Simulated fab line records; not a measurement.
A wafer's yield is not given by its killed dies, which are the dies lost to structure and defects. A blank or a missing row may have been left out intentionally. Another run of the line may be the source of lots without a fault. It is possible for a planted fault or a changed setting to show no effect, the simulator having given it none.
fab line records	flow sky130
record: lots: 14	wafers: 41	lastDay: 50
route steps=708 shown FIELD_ISO@24 VT_ADJUST_LVTN@107 POLY_GATE@226 LI_CONTACT@365 PAD_OPEN@708
lots that met no fault: from a run of the same line without faults
startH: hours from the record's first day to the start of the lot's first wafer shown	waitH: time in hours since the lot's previous step	" same as the row above	L1.1+2: one row covering several wafers at once	- no value present, or no start provided	* or withheld: withheld	< > ~ a bound
route shown NAME@n: a module of which the file shows steps, and the number in the route of the first	usual: mean/standard deviation of fault-free wafers	same: alike in all rows	chamber/n: place in a boat	sites: readings site by site	_std_site: standard deviation of those values	_edge_site: mean of outer sites minus mean of inner sites	radiusMm: how far each site lies from the wafer's centre	mask NAME#n: copy n	behind: the tool/chamber that last shaped the wafer	hold: why the lot was held/for how many hours/how that ended	device: transistor that didn't switch, given as n, p or np	end of line: the same wafers' tests at the end of the route	step lacking rows: just its recipe	killed: at the first sort, the dies lost to defects and structure; wafer yield is something else	map: dies across one wafer; x = killed, . = not, _ = none there
set.NAME: the setting as run; set.NAME@STEP: as run at that earlier step	model.NAME: the simulator's own value behind a step, which no gauge read
one table for each step of the route and one row for each wafer, over a sample of lots
== steps ==
step: SKY_FIELD_ISO_THK_MEAS_23
recipe: reads: SiO2_of_FIELD_ISO_OXIDATION_22
usual: FIELD_ISO_OXIDATION_01_THK: 10.06/0.18
lot.wafer	tool	chamber	startH	waitH	FIELD_ISO_OXIDATION_01_THK[nm]
L952.1	filmMetro-02	-	30.83	0.0	10.16
L952.2	"	-	"	"	10.19
L952.6	"	-	"	"	10.28
L956.1	filmMetro-03	-	50.87	0.0	10.18
L956.3	"	-	"	"	10.19
L956.5	"	-	"	"	10.10
L958.1	filmMetro-02	-	61.84	0.0	9.89
L958.3	"	-	"	"	9.98
L958.6	"	-	"	"	9.97
L960.2	filmMetro-02	-	74.37	0.0	10.20
L960.4	"	-	"	"	10.12
L960.5	"	-	"	"	10.03
L961.1	filmMetro-02	-	80.79	0.0	10.02
L961.2	"	-	"	"	9.90
L961.6	"	-	"	"	10.06
L962.1	filmMetro-02	-	83.47	0.0	9.97
L962.4	"	-	"	"	9.83
L962.5	"	-	"	"	9.85
L963.1	filmMetro-03	-	91.17	0.0	9.93
L963.4	"	-	"	"	9.96
L963.5	"	-	"	"	9.98
L964.1	filmMetro-01	-	96.33	0.0	10.39
L964.3	"	-	"	"	10.27
L964.6	"	-	"	"	10.27
L965.1	filmMetro-02	-	99.88	0.0	10.04
L965.4	"	-	"	"	9.85
L965.5	"	-	"	"	9.89
L966.1	filmMetro-02	-	106.62	0.0	9.89
L966.6	"	-	"	"	9.72
L967.2	filmMetro-01	-	111.91	0.0	9.88
L967.3	"	-	"	"	9.86
L967.5	"	-	"	"	9.88
L973.1	filmMetro-03	-	141.76	0.0	10.17
L973.2	"	-	"	"	10.36
L973.6	"	-	"	"	10.29
L974.1	filmMetro-02	-	150.10	0.0	10.32
L974.3	"	-	"	"	10.27
L974.5	"	-	"	"	10.19
L975.3	filmMetro-01	-	155.55	0.0	10.22
L975.4	"	-	"	"	10.24
L975.5	"	-	"	"	10.14
step: SKY_VT_ADJUST_LVTN_TW_MEAS_10
usual: VT_ADJUST_LVTN_TW: 243.3/1.9
lot.wafer	tool	chamber	startH	waitH	VT_ADJUST_LVTN_TW
L952.1	filmMetro-04	-	141.01	0.1	243.5
L952.2	"	-	"	"	242.7
L952.6	"	-	"	"	241.5
L956.1	filmMetro-02	-	164.51	0.1	239.3
L956.3	"	-	"	"	240.4
L956.5	"	-	"	"	238.7
L958.1	filmMetro-04	-	178.01	0.1	244.3
L958.3	"	-	"	"	243.6
L958.6	"	-	"	"	243.3
L960.2	filmMetro-04	-	198.36	0.1	243.9
L960.4	"	-	"	"	241.3
L960.5	"	-	"	"	241.1
L961.1	filmMetro-02	-	203.86	0.1	242.0
L961.2	"	-	"	"	240.4
L961.6	"	-	"	"	239.0
L962.1	filmMetro-01	-	206.86	0.1	243.5
L962.4	"	-	"	"	244.6
L962.5	"	-	"	"	243.3
L963.1	filmMetro-04	-	219.96	0.1	244.6
L963.4	"	-	"	"	244.6
L963.5	"	-	"	"	245.9
L964.1	filmMetro-04	-	223.16	0.1	245.8
L964.3	"	-	"	"	245.1
L964.6	"	-	"	"	244.9
L965.1	filmMetro-01	-	230.31	0.1	244.2
L965.4	"	-	"	"	245.7
L965.5	"	-	"	"	245.5
L966.1	filmMetro-01	-	238.95	0.1	245.5
L966.6	"	-	"	"	244.9
L967.2	filmMetro-01	-	242.92	0.1	244.2
L967.3	"	-	"	"	243.2
L967.5	"	-	"	"	242.8
L973.1	filmMetro-01	-	288.51	0.1	245.5
L973.2	"	-	"	"	243.3
L973.6	"	-	"	"	244.5
L974.1	filmMetro-01	-	302.85	0.1	245.5
L974.3	"	-	"	"	244.0
L974.5	"	-	"	"	244.3
L975.3	filmMetro-04	-	303.22	0.1	242.6
L975.4	"	-	"	"	242.3
L975.5	"	-	"	"	242.8
step: SKY_POLY_GATE_DEVELOP_12
recipe: developTimeS: 60	resist: KrF-thick	devTempC: 21
usual: developerTempC: 20.99/0.12
same: developTimeS: 60
lot.wafer	tool	chamber	startH	waitH	developerTempC
L952.1	lithoTrack-02	0	366	-	20.84
L952.2	"	0	"	"	21.03
L952.6	"	0	"	"	20.92
L956.1	lithoTrack-03	0	400	-	21.03
L956.3	"	0	"	"	20.97
L956.5	"	0	"	"	21.05
L958.1	lithoTrack-02	0	429	-	21.04
L958.3	"	0	"	"	21.04
L958.6	"	0	"	"	21.18
L961.1	lithoTrack-03	0	454	-	20.97
L961.2	"	0	"	"	20.95
L961.6	"	0	"	"	20.95
L960.2	lithoTrack-01	0	454	-	21.06
L960.4	"	0	455	-	21.07
L960.5	"	0	"	"	20.93
L962.1	lithoTrack-01	0	460	-	20.92
L962.4	"	0	"	"	20.92
L962.5	"	0	"	"	21.07
L964.1	lithoTrack-01	0	479	-	21.14
L964.3	"	0	"	"	21.00
L964.6	"	0	"	"	21.11
L963.1	lithoTrack-01	0	481	-	20.98
L963.4	"	0	"	"	20.95
L963.5	"	0	"	"	21.01
L965.1	lithoTrack-02	0	494	-	20.92
L965.4	"	0	"	"	21.06
L965.5	"	0	"	"	20.98
L966.1	lithoTrack-01	0	502	-	21.59
L966.6	"	0	503	-	21.71
L967.2	lithoTrack-01	0	508	-	21.82
L967.3	"	0	"	"	21.76
L967.5	"	0	"	"	21.83
L973.1	lithoTrack-01	0	562	-	20.87
L973.2	"	0	"	"	20.80
L973.6	"	0	563	-	21.04
L974.1	lithoTrack-01	0	579	-	20.97
L974.3	"	0	"	"	21.01
L974.5	"	0	"	"	20.93
L975.3	lithoTrack-03	0	580	-	20.95
L975.4	"	0	"	"	21.08
L975.5	"	0	"	"	21.11
step: SKY_LI_CONTACT_BOW_MEAS_03
recipe: mode: bow
usual: LI_CONTACT_BOW: 57/6.5
lot.wafer	tool	chamber	startH	waitH	LI_CONTACT_BOW[um]
L952.1	filmMetro-03	-	643.75	0.1	60
L952.2	"	-	"	"	64
L952.6	"	-	"	"	53
L956.1	filmMetro-01	-	677.46	0.2	57
L956.3	"	-	"	"	63
L956.5	"	-	"	"	63
L958.1	filmMetro-03	-	706.61	0.1	54
L958.3	"	-	"	"	48
L958.6	"	-	"	"	58
L961.1	filmMetro-01	-	723.01	0.1	53
L961.2	"	-	"	"	67
L961.6	"	-	"	"	63
L960.2	filmMetro-04	-	729.22	0.2	54
L960.4	"	-	"	"	55
L960.5	"	-	"	"	56
L962.1	filmMetro-04	-	732.05	0.2	52
L962.4	"	-	"	"	46
L962.5	"	-	"	"	50
L964.1	filmMetro-01	-	747.52	0.2	49
L964.3	"	-	"	"	58
L964.6	"	-	"	"	56
L963.1	filmMetro-01	-	751.83	0.2	56
L963.4	"	-	"	"	51
L963.5	"	-	"	"	57
L965.1	filmMetro-03	-	765.36	0.1	55
L965.4	"	-	"	"	58
L965.5	"	-	"	"	50
L966.1	filmMetro-01	-	769.99	0.1	60
L966.6	"	-	"	"	59
L967.2	filmMetro-01	-	774.13	0.3	62
L967.3	"	-	"	"	61
L967.5	"	-	"	"	50
L973.1	filmMetro-04	-	823.21	0.1	50
L973.2	"	-	"	"	56
L973.6	"	-	"	"	57
L975.3	filmMetro-01	-	840.03	0.2	62
L975.4	"	-	"	"	67
L975.5	"	-	"	"	53
L974.1	filmMetro-03	-	840.64	0.1	51
L974.3	"	-	"	"	71
L974.5	"	-	"	"	61
step: SKY_PAD_OPEN_PROBE_99
usual: killed_at_M0_to_M3: 42/6.9	killed_at_M4_up: 3.2/1.7	killedAtContacts: 25/5.1	killedAtFrontEnd: 15/4.5	killedAtOther: 0.4/0.63	killedDies: 86/9.3	killedOpen: 46/7	killedShort: 39/6.9
same: grossDies: 492	killedAtBackSide: 0
lot.wafer	tool	chamber	startH	waitH	killed_at_M0_to_M3	killed_at_M4_up	killedAtContacts	killedAtFrontEnd	killedAtOther	killedDies	killedOpen	killedShort
L963.1	prober-02	-	1153.53	0.1	31	5	28	20	0	84	41	42
L963.4	prober-02	-	1153.68	0.2	32	4	37	13	0	86	50	35
L963.5	prober-02	-	1153.73	0.2	47	3	24	17	0	91	50	40
L973.1	prober-01	-	1198.09	0.1	46	5	26	17	1	95	40	54
L973.2	prober-01	-	1198.14	0.1	57	2	27	19	0	105	51	54
L973.6	prober-01	-	1198.34	0.2	45	1	26	16	0	88	43	44
killed by level:class
L963.1 CONTACT:geometricParticle:open=9 FIELD_ISO:geometricParticle:open=7 CONTACT:geometricParticle:short=7 FIELD_ISO:geometricParticle:short=6 VIA1:geometricParticle:open=6 LOCAL_INTERCONNECT:geometricParticle:short=6 METAL2:geometricParticle:short=6 LI_CONTACT:geometricParticle:open=5
L963.4 CONTACT:geometricParticle:open=16 LI_CONTACT:geometricParticle:open=8 VIA2:geometricParticle:open=6 VIA1:geometricParticle:open=5 LI_CONTACT:geometricParticle:short=4 METAL2:geometricParticle:short=4 LOCAL_INTERCONNECT:geometricParticle:short=4 CONTACT:geometricParticle:short=4
L963.5 VIA1:geometricParticle:open=12 METAL1:geometricParticle:short=10 LI_CONTACT:geometricParticle:open=9 VIA2:geometricParticle:open=7 FIELD_ISO:geometricParticle:open=6 VIA3:geometricParticle:open=6 FIELD_ISO:geometricParticle:short=5 LOCAL_INTERCONNECT:geometricParticle:short=4
L973.1 METAL1:geometricParticle:short=10 VIA1:geometricParticle:open=9 CONTACT:geometricParticle:open=8 METAL2:geometricParticle:short=7 LOCAL_INTERCONNECT:geometricParticle:short=7 VIA2:geometricParticle:open=6 METAL4:geometricParticle:short=5 CONTACT:geometricParticle:short=5
L973.2 VIA1:geometricParticle:open=13 CONTACT:geometricParticle:open=12 VIA1:geometricParticle:short=10 FIELD_ISO:geometricParticle:short=6 METAL1:geometricParticle:short=6 VIA3:geometricParticle:open=6 VIA2:geometricParticle:open=5 VIA3:geometricParticle:short=5
L973.6 CONTACT:geometricParticle:open=10 METAL1:geometricParticle:short=8 VIA1:geometricParticle:open=7 LOCAL_INTERCONNECT:geometricParticle:short=7 VIA2:geometricParticle:open=7 LI_CONTACT:geometricParticle:open=6 METAL2:geometricParticle:short=6 FIELD_ISO:geometricParticle:short=5
== key ==
firstSign: step: SKY_POLY_GATE_DEVELOP_12	reading: developerTempC	direction: up	sigmas: 6.4	usual: *	struck: *
effect none on later readings
metAt SKY_POLY_GATE_DEVELOP_12
struckLots L966,L967
testerLeftOut L966,L967
notActingAt SKY_FIELD_ISO_THK_MEAS_23,SKY_VT_ADJUST_LVTN_TW_MEAS_10,SKY_LI_CONTACT_BOW_MEAS_03
onsetBetween 481 502
fault: kind: processParameterDrift	tool: lithoTrack-01	chamber: -	onsetH: 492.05	steps: SKY_POLY_GATE_DEVELOP_12	channel: devTempC	offset: *	shape: step	endH: 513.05	actsIn: *	stated: *
testerLeftOut: of these lots the tester's yield and bins aren't shown, on N5 and GAA mostly nor the transistor test; their killed dies are dies lost to structure and defects alone, not to doping, threshold or leakage, so they don't give the yield
